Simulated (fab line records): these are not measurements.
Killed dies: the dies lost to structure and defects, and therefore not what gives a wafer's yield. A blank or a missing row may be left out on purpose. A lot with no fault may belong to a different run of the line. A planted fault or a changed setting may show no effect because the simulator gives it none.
Which tool did it?	flow sky130	13 lots with 39 wafers sampled at 4 steps, on a route of 708 steps

## WHAT EACH GAUGE READ, for each wafer
SKY_CAP2M_OVL_MEAS_12.
lot	measured	on	CAP2M_OVL (nm)
L484	day 40 09:18	overlay-01	-2.6 -2.8 -4.0
L483	day 40 10:53	overlay-02	-0.2 0.6 -1.2
L485	day 41 02:29	overlay-02	-1.4 -1.4 -1.9
L487	day 41 22:54	overlay-02	2.8 3.3 3.2
L491	day 43 01:52	overlay-01	1.2 0.4 1.2
L492	day 43 06:53	overlay-01	-0.3 -1.7 -2.6
L493	day 43 11:24	overlay-01	2.2 1.1 0.3
L499	day 45 07:55	overlay-02	0.4 -0.6 -0.9
L502	day 45 17:54	overlay-01	1.7 1.2 2.1
L503	day 46 03:28	overlay-01	1.5 1.3 1.3
L504	day 46 05:11	overlay-02	1.8 1.1 1.7
L505	day 46 07:29	overlay-02	0.0 -0.8 -1.5
L506	day 46 13:52	overlay-01	-1.7 -1.2 -0.5

## WHAT TOOL EACH LOT RAN ON (gives the tool, then ch and the chambers of the sampled wafers, and finally the start)
lot	SKY_SONOS_ONO_WET_ETCH_16	SKY_METAL3_STRIP_19	SKY_VIA3_CVD_21
L484	wet-bench-04 ch 0, day 12 17:38	plasma-asher-03 ch 0,1, day 38 05:50	cvd-w-02 ch 0,1, day 39 08:46
L483	wet-bench-04 ch 2, day 12 17:53	plasma-asher-03 ch 0,1, day 38 06:59	cvd-w-02 ch 0,1, day 39 09:56
L485	wet-bench-03 ch 1, day 13 10:56	plasma-asher-03 ch 0,1, day 38 22:50	cvd-w-02 ch 0,1, day 40 01:20
L487	wet-bench-04 ch 2, day 14 04:59	plasma-asher-03 ch 0,1, day 39 19:50	cvd-w-01 ch 0,1, day 40 21:30
L491	wet-bench-04 ch 3, day 15 11:01	plasma-asher-04 ch 0,1, day 40 23:35	cvd-w-02 ch 0, day 42 02:09
L492	wet-bench-03 ch 3, day 15 15:22	plasma-asher-04 ch 0,1, day 41 04:52	cvd-w-01 ch 0,1, day 42 07:20
L493	wet-bench-04 ch 0, day 16 05:20	plasma-asher-04 ch 0,1, day 41 07:44	cvd-w-01 ch 1, day 42 12:01
L499	wet-bench-02 ch 0, day 18 11:55	plasma-asher-01 ch 0,1, day 43 10:34	cvd-w-01 ch 0,1, day 44 10:17
L502	wet-bench-03 ch 0, day 19 10:25	plasma-asher-01 ch 0,1, day 43 22:10	cvd-w-02 ch 0,1, day 44 20:46
L503	wet-bench-04 ch 0, day 19 21:04	plasma-asher-04 ch 0,1, day 44 06:34	cvd-w-02 ch 0,1, day 45 05:20
L504	wet-bench-02 ch 1, day 19 21:11	plasma-asher-03 ch 0,1, day 44 08:46	cvd-w-01 ch 0,1, day 45 06:59
L505	wet-bench-04 ch 2, day 20 05:07	plasma-asher-04 ch 0,1, day 44 11:43	cvd-w-01 ch 0,1, day 45 10:08
L506	wet-bench-04 ch 3, day 20 20:04	plasma-asher-04 ch 0,1, day 44 18:31	cvd-w-01 ch 0,1, day 45 16:35
- SKY_SONOS_ONO_WET_ETCH_16: etches SiO2 in dHF, target depth 14 nm, time 280 s.
- SKY_METAL3_STRIP_19: strips in O2/N2.
- SKY_VIA3_CVD_21: deposits W, target thk 390 nm, time 117.31 s.

## AS READ BY THE TOOLS THEMSELVES (means over the sampled wafers that have a number; for cases with no such wafer, the mark the record gives instead)
SKY_METAL3_STRIP_19.
lot	tool	drypump-motor-current-A (A)	oes-product-au (a.u.)	strip-time-to-endpoint-s (s)
L484	plasma-asher-03	5.6	0.491	6.34
L483	plasma-asher-03	5.7	0.495	6.45
L485	plasma-asher-03	5.3	0.504	6.50
L487	plasma-asher-03	5.3	0.504	6.56
L491	plasma-asher-04	5.9	0.502	6.55
L492	plasma-asher-04	6.0	0.498	6.46
L493	plasma-asher-04	5.7	0.500	6.52
L499	plasma-asher-01	5.9	0.502	6.54
L502	plasma-asher-01	5.9	0.502	6.55
L503	plasma-asher-04	5.7	0.500	6.50
L504	plasma-asher-03	5.3	0.497	6.45
L505	plasma-asher-04	6.0	0.494	6.44
L506	plasma-asher-04	5.9	0.498	6.45

SKY_VIA3_CVD_21.
lot	tool	chamber-pressure-Torr (Torr)	heater-power-w (W)
L484	cvd-w-02	40.07	952
L483	cvd-w-02	39.94	950
L485	cvd-w-02	40.08	882
L487	cvd-w-01	40.01	891
L491	cvd-w-02	40.11	811
L492	cvd-w-01	40.02	904
L493	cvd-w-01	40.00	822
L499	cvd-w-01	40.07	914
L502	cvd-w-02	40.01	968
L503	cvd-w-02	39.90	892
L504	cvd-w-01	39.97	908
L505	cvd-w-01	39.89	906
L506	cvd-w-01	40.00	879

## THE ANSWER, worked out from the rows above alone
Rule: usual is defined by the lots themselves. The widest of any qualifying gaps counts: lots, ordered by their means at a reading, are off when they make up no more than a third of the lots, leave a main group of 4 or more, and stand apart from it by 3 or more times the standard deviation of that group's means. The tables above print the reading to a certain number of digits; a main group whose means all agree to those digits is not used. Also off: a lot with no number at a reading for which 4 or more lots have one. The other lots that the step has rows for count as sound. First the gauges in route order, then the tools' own readings, where a lot's mean is used as printed above. The first step at which some lot is off is used, and at that step the reading that is off furthest; a lot without a number counts as furthest.
No lot is off at any reading shown: from this, nothing can be told.

## WHAT THE SIMULATOR HAD PUT IN
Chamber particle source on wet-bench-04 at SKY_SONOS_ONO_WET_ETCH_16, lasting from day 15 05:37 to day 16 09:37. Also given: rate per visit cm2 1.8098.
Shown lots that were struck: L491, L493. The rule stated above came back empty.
